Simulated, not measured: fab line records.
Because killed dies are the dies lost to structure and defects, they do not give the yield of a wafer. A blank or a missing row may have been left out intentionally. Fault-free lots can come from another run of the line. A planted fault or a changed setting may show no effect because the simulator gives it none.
A struck lot beside a sound one | flow sky130 | 43 steps out of a route of 708
Sound: the wafers L621.1, L621.3, L621.6. Struck: wafers L639.1, L639.2, L639.3. At the end, the cause is stated.
At each step with rows: each side's tool, then ch and its chambers, then its first start. Under that, the readings that differ: sound wafers | struck wafers | difference of the means | sigmas: that difference in standard deviations of wafers without a fault.
alike: readings with means less than 2 such deviations apart, plus words and numbers identical on both sides. not compared: withheld readings, readings lacking a value on some wafer, bounds such as >300 that could conceal the same value, and numbers that have no deviation in the record and whose values overlap.
Wherever a step has rows on one side only, a row that says differs or no value, or a row with sigmas, the two part there. Non-overlapping numbers with no deviation appear without sigmas and do not part them. A reading that every wafer of one side lacks parts them only if that side has two wafers or more.

first, 5 steps without rows for these wafers: SKY_VIA4_COAT_06 (resist thk 1140 nm); SKY_VIA4_SOFTBAKE_07 (time 60 s); SKY_VIA4_EXPOSE_08 (exposes mask VIM4, target cd 800 nm); SKY_VIA4_PEB_09; SKY_VIA4_DEVELOP_10 (develop time 60 s).
SKY_VIA4_OVL_MEAS_11:
  sound on overlay-02, day 42 21:31; struck on overlay-02, day 47 14:08
  alike: VIA4_OVL
SKY_VIA4_ETCH_12: etches SiO2 in C4F8/O2/Ar, stops on TiN, target depth 580 nm.
  sound on rie-diel-02 ch 1,2,3, day 42 21:32; struck on rie-diel-01 ch 0,1,2, day 47 14:11
  alike: chamber-pressure-mTorr, oes-product-au
then, 5 steps without rows for these wafers: SKY_VIA4_STRIP_13 (strips in O2/N2); SKY_VIA4_STRIP_14 (strips in post etch residue remover, time 1200 s); SKY_VIA4_CLEAN_15 (cleans in IPA, time 180 s); SKY_VIA4_CLEAN_16 (cleans in O3/DIW); SKY_VIA4_SPUTTER_17 (material TiN, target thk 20 nm, time 80 s).
SKY_VIA4_CVD_18: deposits W, target thk 505 nm, time 152.14 s.
  sound on cvd-w-02 ch 0,1, day 42 22:16; struck on cvd-w-01 ch 0,1, day 47 14:59
  alike: chamber-pressure-Torr, heater-power-w
SKY_VIA4_RS_MEAS_19: measures by four-point-probe.
  sound on film-metro-03, day 42 22:25; struck on film-metro-03, day 47 15:09
  alike: VIA4_W_RS
SKY_VIA4_THK_MEAS_20: measures by xrf.
  sound on film-metro-03, day 42 22:32; struck on film-metro-03, day 47 15:16
  alike: VIA4_W_THK
then, 1 step without rows for these wafers: SKY_VIA4_CMP_21 (polishes, stops on SiO2, t overpolish 25 s, target thk 0 nm).
SKY_METAL5_SPUTTER_00: material Ti, target thk 15 nm, time 10 s.
  sound on pvd-sputter-01, day 42 22:54; struck on pvd-sputter-01, day 47 15:45
  alike: throttle-valve-pct
then, 1 step without rows for these wafers: SKY_METAL5_SPUTTER_01 (material TiN, target thk 20 nm, time 16.7 s).
SKY_METAL5_SPUTTER_02: material AlCu, target thk 1150 nm, time 61.2 s.
  sound on pvd-sputter-01, day 42 22:57; struck on pvd-sputter-01, day 47 15:48
  alike: throttle-valve-pct
SKY_METAL5_SPUTTER_03: material Ti, target thk 5 nm, time 3.3 s.
  sound on pvd-sputter-01, day 42 23:00; struck on pvd-sputter-01, day 47 15:51
  alike: throttle-valve-pct
then, 1 step without rows for these wafers: SKY_METAL5_SPUTTER_04 (material TiN, target thk 70 nm, time 58.3 s).
SKY_METAL5_RS_MEAS_05: measures by four-point-probe.
  sound on film-metro-01, day 42 23:04; struck on film-metro-04, day 47 15:55
  alike: METAL5_ALCU_RS
SKY_METAL5_THK_MEAS_06: measures by xrf.
  sound on film-metro-01, day 42 23:11; struck on film-metro-04, day 47 16:02
  alike: METAL5_ALCU_THK
then, 8 steps without rows for these wafers: SKY_METAL5_DEHYDRATE_07 (time 60 s); SKY_METAL5_HMDS_08 (prime time 60 s); SKY_METAL5_COAT_09 (resist thk 1800 nm); SKY_METAL5_SOFTBAKE_10 (time 60 s); SKY_METAL5_EXPOSE_11 (exposes mask MM5, target cd 1600 nm); SKY_METAL5_PEB_12; SKY_METAL5_DEVELOP_13 (develop time 60 s); SKY_METAL5_DESCUM_14 (chemistry O2, time 11 s).
SKY_METAL5_METAL_ETCH_15: etches the open film in Cl2/BCl3, stops on SiO2, target depth 1260 nm, time 252 s.
  sound on rie-metal-01 ch 0,1, day 43 21:05; struck on rie-metal-04 ch 1, day 48 11:47
  alike: chamber-pressure-mTorr, drypump-motor-current-A, oes-product-au, throttle-valve-pct
  not compared: rf-hours-counter-h
then, 5 steps without rows for these wafers: SKY_METAL5_STRIP_16 (strips in O2/N2); SKY_METAL5_STRIP_17 (strips in post etch residue remover, time 1200 s); SKY_METAL5_CLEAN_18 (cleans in IPA, time 180 s); SKY_METAL5_CLEAN_19 (cleans in O3/DIW); SKY_PASSIVATION_CVD_00 (deposits SiO2, target thk 90 nm).
SKY_PASSIVATION_THK_MEAS_01:
  sound on film-metro-04, day 43 21:55; struck on film-metro-03, day 48 12:53
  alike: PASSIVATION_CVD_00_THK
then, 1 step without rows for these wafers: SKY_PASSIVATION_CVD_02 (deposits Si3N4, target thk 540 nm).
SKY_PASSIVATION_THK_MEAS_03:
  sound on film-metro-01, day 43 22:13; struck on film-metro-01, day 48 13:11
  alike: PASSIVATION_CVD_02_THK
then, 2 steps without rows for these wafers: SKY_PASSIVATION_DEHYDRATE_04 (time 60 s); SKY_PASSIVATION_HMDS_05 (prime time 60 s).
SKY_PAD_OPEN_PROBE_99:
  sound on prober-01, day 45 21:56; struck on prober-01, day 50 03:22
  reading                               | sound              | struck            | difference | sigmas
  defect-limited-yield (%)              | 81.1 81.9 80.9     | 75.0 74.0 74.8    | -6.7       | -4
  killed_at_M4_up                       | 2 4 2              | 60 53 54          | +53        | +33
  killed-dies                           | 93 89 94           | 123 128 124       | +33        | +4
  killed-short                          | 48 47 47           | 36 32 23          | -17        | -3
  sort_bin_3_pad_short (%)              | 0.8 0.6 1.4        | 3.7 3.5 4.1       | +2.8       | +7
  sort_bin_5_function (%)               | 10.4 9.6 10.2      | 15.9 16.5 16.3    | +6.2       | +5
  sort_bin_6_memory (%)                 | 7.7 7.9 7.5        | 5.5 6.1 4.9       | -2.2       | -2
  sort-n-pass                           | 399 403 398        | 369 364 368       | -33        | -4
  sort-yield-pct (%)                    | 81.1 81.9 80.9     | 75.0 74.0 74.8    | -6.7       | -4
  model.etest.tester.sort-n-pass        | 399 403 398        | 369 364 368       | -33        |
  model.etest.tester.sort-yield-pct (%) | 81.1 81.91 80.89   | 75 73.98 74.8     | -7         |
  model.etest.tester.sort_bin_5_pct (%) | 10.37 9.553 10.16  | 15.85 16.46 16.26 | +6.16      |
  model.etest.tester.sort_bin_3_pct (%) | 0.813 0.6098 1.423 | 3.659 3.455 4.065 | +2.778     |
  model.etest.via3-chain.rc-ohm         | 9.249 10.18 9.279  | 11.57 11.31 11.96 | +2.04      |
  alike: killed_at_M0_to_M3, killed-at-contacts, killed-at-front-end, killed-at-other, killed-on-rim, killed-open

WHERE THEY PART
Within this record, at SKY_PAD_OPEN_PROBE_99 only.

WHY: what the simulator had put in
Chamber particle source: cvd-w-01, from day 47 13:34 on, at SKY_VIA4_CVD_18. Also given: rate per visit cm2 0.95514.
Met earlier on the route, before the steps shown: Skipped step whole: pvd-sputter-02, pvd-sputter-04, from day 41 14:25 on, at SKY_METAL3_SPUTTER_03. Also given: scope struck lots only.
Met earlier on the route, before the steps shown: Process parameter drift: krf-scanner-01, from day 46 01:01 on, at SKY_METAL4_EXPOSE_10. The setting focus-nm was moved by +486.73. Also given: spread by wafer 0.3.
